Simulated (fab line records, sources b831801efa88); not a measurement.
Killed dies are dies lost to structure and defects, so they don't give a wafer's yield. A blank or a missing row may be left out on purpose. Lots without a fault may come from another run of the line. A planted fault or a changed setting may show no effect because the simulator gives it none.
Which tool did it? | flow sky130 | 11 lots, 33 wafers sampled, at 3 steps of a route of 708

WHAT THE GAUGES READ, wafer by wafer
SKY_CAP2M_THK_MEAS_04: measures by xrf. Usual: CAP2M_TIN_THK 200 nm, standard deviation 3.5.
lot  | measured     | on            | CAP2M_TIN_THK (nm) | flag
L239 | day 40 12:23 | film_metro-01 | 199 196 196        |
L243 | day 41 19:21 | film_metro-01 | 198 196 197        |
L244 | day 42 02:09 | film_metro-01 | 201 195 203        |
L245 | day 42 07:55 | film_metro-02 | 208 205 203        |
L247 | day 42 22:34 | film_metro-02 | 201 200 196        |
L252 | day 43 21:11 | film_metro-02 | 204 203 202        |
L253 | day 44 13:25 | film_metro-02 | 199 201 201        |
L255 | day 44 22:19 | film_metro-04 | 206 207 204        |
L256 | day 45 04:03 | film_metro-04 | 206 201 198        |
L259 | day 46 04:55 | film_metro-04 | 202 196 201        |
L260 | day 46 08:32 | film_metro-02 | 204 202 202        |

WHICH TOOL RAN EACH LOT (tool, then ch and the chambers of the sampled wafers, then the start)
lot  | SKY_VIA3_CMP_24               | SKY_METAL4_SPUTTER_03
L239 | cmp-01 ch 0,1,2, day 40 11:42 | pvd_sputter-03, day 40 11:59
L243 | cmp-02 ch 0,1,2, day 41 18:38 | pvd_sputter-01, day 41 18:58
L244 | cmp-02 ch 0,1,3, day 42 01:26 | pvd_sputter-03, day 42 01:46
L245 | cmp-02 ch 0,1,2, day 42 07:08 | pvd_sputter-02, day 42 07:32
L247 | cmp-01 ch 0,1,2, day 42 21:48 | pvd_sputter-02, day 42 22:11
L252 | cmp-02 ch 0,1,3, day 43 20:31 | pvd_sputter-02, day 43 20:48
L253 | cmp-01 ch 0,1,3, day 44 12:45 | pvd_sputter-02, day 44 13:02
L255 | cmp-01 ch 2,3, day 44 21:32   | pvd_sputter-02, day 44 21:56
L256 | cmp-01 ch 1,2, day 45 03:19   | pvd_sputter-02, day 45 03:39
L259 | cmp-02 ch 1,3, day 46 04:13   | pvd_sputter-03, day 46 04:33
L260 | cmp-02 ch 1,3, day 46 07:48   | pvd_sputter-03, day 46 08:08
- SKY_VIA3_CMP_24: polishes, stops on SiO2, t overpolish 20 s, target thk 0 nm.
- SKY_METAL4_SPUTTER_03: material Ti, target thk 5 nm, time 3.3 s.

WHAT THE TOOLS THEMSELVES READ (means of the sampled wafers that have a number; where no wafer has one, the mark that the record gives instead)
SKY_VIA3_CMP_24. Usual: motor_current_A 10.8 A, standard deviation 1.1; overpolish_run_s 19.999 s, standard deviation 0.0091; time_to_endpoint_s 94 s, standard deviation 4.5.
lot  | tool   | motor_current_A (A) | overpolish_run_s (s) | time_to_endpoint_s (s) | flag
L239 | cmp-01 | 10.7                | 20.006               | 93                     |
L243 | cmp-02 | 10.9                | 20.002               | 100                    |
L244 | cmp-02 | 10.7                | 19.992               | 92                     |
L245 | cmp-02 | 10.6                | 20.001               | 97                     |
L247 | cmp-01 | 11.1                | 20.005               | 89                     |
L252 | cmp-02 | 10.5                | 19.995               | 94                     |
L253 | cmp-01 | 10.7                | 19.999               | 94                     |
L255 | cmp-01 | 10.7                | 20.005               | 99                     |
L256 | cmp-01 | 11.4                | 20.005               | 92                     |
L259 | cmp-02 | 11.6                | 19.997               | 90                     |
L260 | cmp-02 | 11.6                | 19.998               | 93                     |

SKY_METAL4_SPUTTER_03. Usual: throttle_valve_pct 29.8 %, standard deviation 1.3.
lot  | tool           | throttle_valve_pct (%) | flag
L239 | pvd_sputter-03 | 31.0                   |
L243 | pvd_sputter-01 | 29.6                   |
L244 | pvd_sputter-03 | 31.2                   |
L245 | pvd_sputter-02 | 28.8                   |
L247 | pvd_sputter-02 | 30.0                   |
L252 | pvd_sputter-02 | 28.8                   |
L253 | pvd_sputter-02 | 30.0                   |
L255 | pvd_sputter-02 | 30.5                   |
L256 | pvd_sputter-02 | 29.4                   |
L259 | pvd_sputter-03 | 29.7                   |
L260 | pvd_sputter-03 | 32.1                   |

THE ANSWER, worked out from the rows above alone
Rule: a lot is off if the mean of its wafers that have a number lies more than 3 standard deviations from the usual mean. A lot without any number at a reading at which 4 lots or more have one is off too. The other lots that the step has rows for count as sound. The gauges are gone through in route order, then the tools' own readings, and for those a lot's mean is taken as printed above. The first step at which some lot is off is used, and at that step the reading that is off furthest; a lot without a number counts as furthest.
No lot is off at any reading shown: from this, nothing can be told.

WHAT THE SIMULATOR HAD PUT IN
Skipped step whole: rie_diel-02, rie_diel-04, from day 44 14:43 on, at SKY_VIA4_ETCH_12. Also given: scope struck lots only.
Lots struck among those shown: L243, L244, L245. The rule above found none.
